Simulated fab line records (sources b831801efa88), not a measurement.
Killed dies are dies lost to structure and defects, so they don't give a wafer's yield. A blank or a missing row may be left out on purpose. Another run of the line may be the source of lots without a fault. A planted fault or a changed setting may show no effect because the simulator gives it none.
fab line records -- flow gf180mcu
record: lots: 13, wafers: 39, last_day: 34
route steps=602 shown SAB@276 SALICIDE@286 CONTACT@309
lots that met no fault: taken from a fault-free run of the same line
start_h: start of the lot's first displayed wafer, in hours after the record's first day -- wait_h: hours from the lot's prior step to this one -- " identical to the entry in the row above -- L1.1+2: several wafers, shown together as one row -- - no value, or no start was given -- * or withheld: withheld -- < > ~ a bound
route shown NAME@n: NAME is a module with steps in the file, n the number in the route of the first one -- usual: the fault-free wafers' mean and standard deviation -- same: alike in all rows -- chamber/n: place in a boat -- sites: each site's reading -- _std_site: their standard deviation -- _edge_site: inner sites' mean taken away from outer sites' mean -- radius_mm: for every site, how far away it sits from the centre of the wafer -- mask NAME#n: copy n -- behind: tool/chamber where the wafer was last shaped -- hold: why the lot was held/for how many hours/how that ended -- device: whichever transistor did not switch (one of n, p or np) -- end of line: tests of these same wafers at the route's end -- a step without rows: its recipe alone -- killed: the dies lost at the first sort to structure and to defects; this is not the yield of the wafer -- map: shows each die of a wafer: x if killed, . if not, _ if none is there
set.NAME: the run value of the setting; set.NAME@STEP: its run value at that earlier step -- model.NAME: the simulator's own value behind a step, which no gauge read
one table for each step of the route and one row for each wafer, over a sample of lots
services: the hour from which a tool's chamber was out of use, counted from the record's first day as start_h (under 0 if before that day), plus the number of hours and why
== steps ==
step: GF_SAB_WET_ETCH_12
recipe: chemistry: dHF, target_depth_nm: 22, dry: n2_spin, target: SiO2, temp_c: 25, dilution: 100:1, time_s: 440
usual: bath_heat_duty_pct: 6.4/0.72, temp_c: 24.99/0.1
lot.wafer,tool,chamber,start_h,wait_h,bath_heat_duty_pct,temp_c
L662.1,wet_bench-02,0,344.68,0.0,5.9,24.87
L662.3,wet_bench-02,0,344.68,0.0,6.6,25.01
L662.6,wet_bench-02,0,344.68,0.0,7.4,24.99
L663.1,wet_bench-01,1,354.96,0.0,5.7,25.01
L663.2,wet_bench-01,1,354.96,0.0,6.7,25.03
L663.4,wet_bench-01,1,354.96,0.0,6.6,24.94
L664.1,wet_bench-01,2,358.76,0.0,6.5,25.00
L664.2,wet_bench-01,2,358.76,0.0,6.5,25.18
L664.3,wet_bench-01,2,358.76,0.0,6.7,25.06
L666.2,wet_bench-01,2,373.11,0.0,0,18.14
L666.3,wet_bench-01,2,373.11,0.0,0,18.05
L666.5,wet_bench-01,2,373.11,0.0,0,18.24
L675.1,wet_bench-02,3,450.21,0.0,6.5,25.05
L675.3,wet_bench-02,3,450.21,0.0,5.3,24.89
L675.6,wet_bench-02,3,450.21,0.0,5.8,25.10
L676.1,wet_bench-03,0,462.49,0.0,6.4,24.82
L676.2,wet_bench-03,0,462.49,0.0,5.7,25.00
L676.4,wet_bench-03,0,462.49,0.0,6.1,25.00
L677.2,wet_bench-01,2,473.11,0.0,6.2,24.94
L677.3,wet_bench-01,2,473.11,0.0,6.7,24.94
L677.4,wet_bench-01,2,473.11,0.0,6.3,24.86
L678.1,wet_bench-02,0,478.56,0.0,7.3,25.13
L678.2,wet_bench-02,0,478.56,0.0,7.1,25.09
L678.3,wet_bench-02,0,478.56,0.0,7.5,25.08
L679.2,wet_bench-02,1,486.71,0.0,5.1,24.73
L679.4,wet_bench-02,1,486.71,0.0,5.8,24.97
L679.6,wet_bench-02,1,486.71,0.0,5.6,24.95
L681.1,wet_bench-01,3,505.43,0.0,6.8,24.95
L681.2,wet_bench-01,3,505.43,0.0,6.1,24.99
L681.3,wet_bench-01,3,505.43,0.0,7.8,25.03
L682.1,wet_bench-02,3,508.01,0.0,5.4,25.03
L682.4,wet_bench-02,3,508.01,0.0,4.9,24.93
L682.5,wet_bench-02,3,508.01,0.0,5.7,24.86
L684.2,wet_bench-01,2,524.38,0.0,6.9,24.89
L684.4,wet_bench-01,2,524.38,0.0,7.8,24.99
L684.6,wet_bench-01,2,524.38,0.0,7.3,24.88
L685.1,wet_bench-02,0,533.79,0.0,7.7,25.04
L685.5,wet_bench-02,0,533.79,0.0,6.0,24.96
L685.6,wet_bench-02,0,533.79,0.0,6.4,25.05
step: GF_SALICIDE_RTA_08
recipe: temp_c: 800, time_s: 30, ambient: N2
usual: lamp_power_pct: 17.17/0.18, wafer_temp_C_max: 803.2/0.74
lot.wafer,tool,chamber,start_h,wait_h,lamp_power_pct,wafer_temp_C_max
L662.1,rtp_anneal-01,0,345.46,0.0,16.82,803.1
L662.3,rtp_anneal-01,0,345.46,0.0,16.82,803.6
L662.6,rtp_anneal-01,0,345.46,0.0,16.80,804.2
L663.1,rtp_anneal-02,0,355.70,0.0,17.26,802.2
L663.2,rtp_anneal-02,0,355.70,0.0,17.26,802.0
L663.4,rtp_anneal-02,0,355.70,0.0,17.25,802.8
L664.1,rtp_anneal-02,0,359.53,0.0,17.26,803.7
L664.2,rtp_anneal-02,0,359.53,0.0,17.25,803.3
L664.3,rtp_anneal-02,0,359.53,0.0,17.29,803.0
L666.2,rtp_anneal-01,0,373.88,0.0,16.86,804.8
L666.3,rtp_anneal-01,0,373.88,0.0,16.83,804.0
L666.5,rtp_anneal-01,0,373.88,0.0,16.84,803.9
L675.1,rtp_anneal-02,0,450.95,0.0,17.26,803.7
L675.3,rtp_anneal-02,0,450.95,0.0,17.29,802.1
L675.6,rtp_anneal-02,0,450.95,0.0,17.27,802.4
L676.1,rtp_anneal-01,0,463.25,0.0,16.84,803.2
L676.2,rtp_anneal-01,0,463.25,0.0,16.83,804.8
L676.4,rtp_anneal-01,0,463.25,0.0,16.79,804.6
L677.2,rtp_anneal-02,0,474.03,0.0,17.24,803.7
L677.3,rtp_anneal-02,0,474.03,0.0,17.25,802.0
L677.4,rtp_anneal-02,0,474.03,0.0,17.28,802.3
L678.1,rtp_anneal-02,0,479.32,0.0,17.25,802.7
L678.2,rtp_anneal-02,0,479.32,0.0,17.29,803.6
L678.3,rtp_anneal-02,0,479.32,0.0,17.24,803.0
L679.2,rtp_anneal-02,0,487.47,0.0,17.25,803.0
L679.4,rtp_anneal-02,0,487.47,0.0,17.24,803.1
L679.6,rtp_anneal-02,0,487.47,0.0,17.27,802.7
L681.1,rtp_anneal-02,0,506.18,0.0,17.28,802.1
L681.2,rtp_anneal-02,0,506.18,0.0,17.27,803.9
L681.3,rtp_anneal-02,0,506.18,0.0,17.28,803.4
L682.1,rtp_anneal-02,0,508.75,0.0,17.29,803.2
L682.4,rtp_anneal-02,0,508.75,0.0,17.24,803.0
L682.5,rtp_anneal-02,0,508.75,0.0,17.22,802.8
L684.2,rtp_anneal-01,0,525.27,0.0,16.82,803.9
L684.4,rtp_anneal-01,0,525.27,0.0,16.83,804.1
L684.6,rtp_anneal-01,0,525.27,0.0,16.84,803.0
L685.1,rtp_anneal-02,0,534.54,0.0,17.26,803.0
L685.5,rtp_anneal-02,0,534.54,0.0,17.28,804.0
L685.6,rtp_anneal-02,0,534.54,0.0,17.26,803.1
step: GF_CONTACT_SPUTTER_22
recipe: material: Ti, target_thk_nm: 15, chamber_pressure_pa: 5, power_w: 2500, substrate_temp_c: 200, time_s: 80.02
usual: chamber_pressure_pa: 5.000/0.0096, substrate_temp_c: 199.99/0.18, throttle_valve_pct: 30.1/0.75
lot.wafer,tool,chamber,start_h,wait_h,chamber_pressure_pa,substrate_temp_c,throttle_valve_pct
L662.1,pvd_sputter-03,-,368.87,0.0,5.003,199.95,29.7
L662.3,pvd_sputter-03,-,368.87,0.0,5.009,199.86,29.9
L662.6,pvd_sputter-03,-,368.87,0.0,5.009,200.05,29.9
L663.1,pvd_sputter-02,-,379.24,0.0,5.011,199.68,28.8
L663.2,pvd_sputter-02,-,379.24,0.0,4.985,200.17,29.6
L663.4,pvd_sputter-02,-,379.24,0.0,5.016,199.61,30.2
L664.1,pvd_sputter-03,-,383.44,0.0,4.991,200.09,29.9
L664.2,pvd_sputter-03,-,383.44,0.0,5.010,199.95,30.1
L664.3,pvd_sputter-03,-,383.44,0.0,4.982,200.13,31.0
L666.2,pvd_sputter-02,-,397.84,0.0,5.002,199.99,30.5
L666.3,pvd_sputter-02,-,397.84,0.0,4.994,200.01,28.9
L666.5,pvd_sputter-02,-,397.84,0.0,4.981,199.94,30.4
L675.1,pvd_sputter-03,-,476.23,0.0,5.007,199.97,29.6
L675.3,pvd_sputter-03,-,476.23,0.0,4.994,200.21,29.5
L675.6,pvd_sputter-03,-,476.23,0.0,4.993,200.15,29.7
L676.1,pvd_sputter-03,-,488.80,0.0,4.988,199.60,30.3
L676.2,pvd_sputter-03,-,488.80,0.0,4.996,200.11,29.9
L676.4,pvd_sputter-03,-,488.80,0.0,5.020,200.36,29.7
L677.2,pvd_sputter-01,-,499.33,0.0,5.007,199.87,30.5
L677.3,pvd_sputter-01,-,499.33,0.0,5.008,199.74,29.4
L677.4,pvd_sputter-01,-,499.33,0.0,5.008,199.96,31.3
L678.1,pvd_sputter-03,-,504.48,0.0,5.000,200.05,30.2
L678.2,pvd_sputter-03,-,504.48,0.0,4.997,200.01,29.6
L678.3,pvd_sputter-03,-,504.48,0.0,4.996,199.86,31.3
L679.2,pvd_sputter-02,-,512.43,0.0,5.020,199.99,30.2
L679.4,pvd_sputter-02,-,512.43,0.0,5.007,200.13,28.7
L679.6,pvd_sputter-02,-,512.43,0.0,5.004,200.15,30.3
L681.1,pvd_sputter-01,-,530.35,0.0,4.995,199.99,30.8
L681.2,pvd_sputter-01,-,530.35,0.0,5.013,199.75,31.6
L681.3,pvd_sputter-01,-,530.35,0.0,5.002,199.71,28.9
L682.1,pvd_sputter-03,-,532.99,0.0,4.999,200.00,29.9
L682.4,pvd_sputter-03,-,532.99,0.0,4.990,200.11,30.0
L682.5,pvd_sputter-03,-,532.99,0.0,4.996,200.25,29.6
L684.2,pvd_sputter-02,-,549.14,0.0,5.002,200.05,29.0
L684.4,pvd_sputter-02,-,549.14,0.0,4.983,200.22,30.4
L684.6,pvd_sputter-02,-,549.14,0.0,4.991,199.88,29.7
L685.1,pvd_sputter-03,-,558.62,0.0,4.986,200.32,29.8
L685.5,pvd_sputter-03,-,558.62,0.0,4.981,200.34,30.3
L685.6,pvd_sputter-03,-,558.62,0.0,5.005,199.93,31.1
step: GF_CONTACT_CMP_27
recipe: stop_on: SiO2, down_force_psi: 3.5, platen_rpm: 60, t_overpolish_s: 15, target_thk_nm: 0, pad_velocity_m_s: 0.94248
usual: motor_current_A: 11.6/1.6, overpolish_run_s: 15.000/0.0089, platen_rpm: 60.00/0.044, retaining_ring_pressure_frac: 1.000/0.0049, time_to_endpoint_s: 74/3.4
lot.wafer,tool,chamber,start_h,wait_h,motor_current_A,overpolish_run_s,platen_rpm,retaining_ring_pressure_frac,time_to_endpoint_s
L662.3,cmp-02,3,369.25,0.0,12.0,14.995,60.01,0.999,74
L662.1,cmp-02,1,369.25,0.0,11.1,14.998,60.02,0.990,71
L662.6,cmp-02,3,369.25,0.0,12.4,14.993,60.00,0.994,71
L663.4,cmp-01,0,379.62,0.0,11.3,14.987,60.02,0.996,72
L663.2,cmp-01,1,379.62,0.0,14.1,14.997,60.11,0.991,74
L663.1,cmp-01,2,379.62,0.0,11.1,15.005,60.03,1.002,72
L664.2,cmp-01,1,383.82,0.0,13.3,15.002,60.03,0.998,76
L664.3,cmp-01,2,383.82,0.0,10.2,15.011,60.02,0.999,72
L664.1,cmp-01,0,383.82,0.0,11.1,14.988,59.99,0.993,76
L666.3,cmp-02,0,398.32,0.1,8.9,14.992,59.93,0.999,76
L666.2,cmp-02,1,398.32,0.1,11.3,15.009,60.01,1.004,70
L666.5,cmp-02,2,398.32,0.1,11.7,14.999,60.05,1.012,81
L675.1,cmp-02,3,476.71,0.1,11.1,15.004,59.95,0.998,72
L675.3,cmp-02,1,476.71,0.1,11.2,15.007,59.98,1.010,72
L675.6,cmp-02,0,476.71,0.1,8.9,14.996,59.90,1.002,74
L676.1,cmp-01,0,489.23,0.1,11.2,14.996,60.04,1.006,76
L676.2,cmp-01,1,489.23,0.1,15.0,15.004,60.06,1.000,76
L676.4,cmp-01,2,489.23,0.1,10.7,15.004,60.05,0.997,73
L677.4,cmp-02,2,499.71,0.0,11.1,14.999,60.01,1.002,78
L677.2,cmp-02,3,499.71,0.0,12.2,15.012,59.98,0.998,74
L677.3,cmp-02,0,499.71,0.0,8.8,14.992,59.96,1.006,74
L678.3,cmp-02,2,504.86,0.0,11.3,15.003,59.95,1.004,75
L678.2,cmp-02,3,504.86,0.0,11.9,15.007,60.00,1.001,75
L678.1,cmp-02,1,504.86,0.0,11.5,14.995,60.06,0.995,71
L679.4,cmp-02,0,512.86,0.1,8.5,14.993,60.02,0.996,75
L679.2,cmp-02,1,512.86,0.1,11.3,15.002,59.98,1.005,74
L679.6,cmp-02,0,512.86,0.1,8.5,15.005,59.97,0.995,75
L681.1,cmp-01,0,530.73,0.1,11.8,14.984,59.98,1.008,81
L681.2,cmp-01,1,530.73,0.1,13.7,14.990,60.05,0.993,77
L681.3,cmp-01,2,530.73,0.1,11.0,15.000,60.00,1.003,74
L682.4,cmp-01,2,533.42,0.1,11.0,15.012,60.01,0.997,71
L682.1,cmp-01,3,533.42,0.1,12.6,14.998,59.98,0.998,82
L682.5,cmp-01,1,533.42,0.1,13.8,15.009,60.09,0.997,81
L684.4,cmp-02,1,549.57,0.1,10.8,14.997,59.99,0.996,73
L684.2,cmp-02,3,549.57,0.1,11.6,15.003,60.06,1.001,74
L684.6,cmp-02,1,549.57,0.1,11.9,15.007,60.08,1.004,69
L685.1,cmp-02,1,559.01,0.1,11.5,15.005,60.01,1.001,69
L685.5,cmp-02,1,559.01,0.1,11.8,14.997,60.00,1.006,71
L685.6,cmp-02,2,559.01,0.1,12.0,14.988,60.06,0.989,73
== services ==
tool,chamber,start_h,hours,kind
cmp-02,-,325.14,2.5,repair
pvd_sputter-02,-,328.27,1.8,repair
cmp-02,-,337.94,2.1,repair
cmp-02,-,363.29,1.1,repair
cmp-02,-,365.38,1.1,repair
pvd_sputter-02,-,372.60,4.0,repair
rtp_anneal-01,-,381.33,3.1,pm
cmp-01,-,381.96,0.9,repair
cmp-01,-,387.56,3.6,pm
pvd_sputter-02,-,391.63,4.7,repair
pvd_sputter-02,-,393.45,2.8,repair
cmp-01,-,403.13,6.6,pm
wet_bench-03,-,409.03,6.7,repair
pvd_sputter-02,-,409.74,11.6,repair
cmp-01,-,409.76,4.0,pm
cmp-01,-,409.80,3.0,repair
cmp-01,-,413.76,-,consumable_replace:conditioner
cmp-02,-,452.16,0.3,repair
rtp_anneal-01,-,465.16,58.1,pm
cmp-02,-,489.51,3.9,repair
cmp-01,-,496.76,0.5,repair
wet_bench-01,-,501.45,1.0,repair
pvd_sputter-01,-,516.80,0.6,repair
rtp_anneal-02,-,523.29,4.1,pm
== key ==
first_sign: step: GF_SAB_WET_ETCH_12, reading: temp_c, direction: down, sigmas: 67, usual: *, struck: *
effect: step: GF_SAB_WET_ETCH_12, reading: bath_heat_duty_pct, direction: down, sigmas: 8.9, usual: 6.4, struck: 0
met_at GF_SAB_WET_ETCH_12
struck_lots L666
struck_wafers L666.2,L666.3,L666.5
tester_left_out L666
not_acting_at GF_SALICIDE_RTA_08,GF_CONTACT_SPUTTER_22,GF_CONTACT_CMP_27
onset_between 358.76 373.11
fault: kind: process_parameter_drift, tool: wet_bench-01, chamber: 2, onset_h: 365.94, steps: GF_SAB_WET_ETCH_12, channel: temp_c, offset: *, shape: step, end_h: 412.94, acts_in: *, stated: *
tester_left_out: of these lots the tester's yield and bins aren't shown, on N5 and GAA mostly nor the transistor test; their killed dies are dies lost to structure and defects alone, not to doping, threshold or leakage, so they don't give the yield
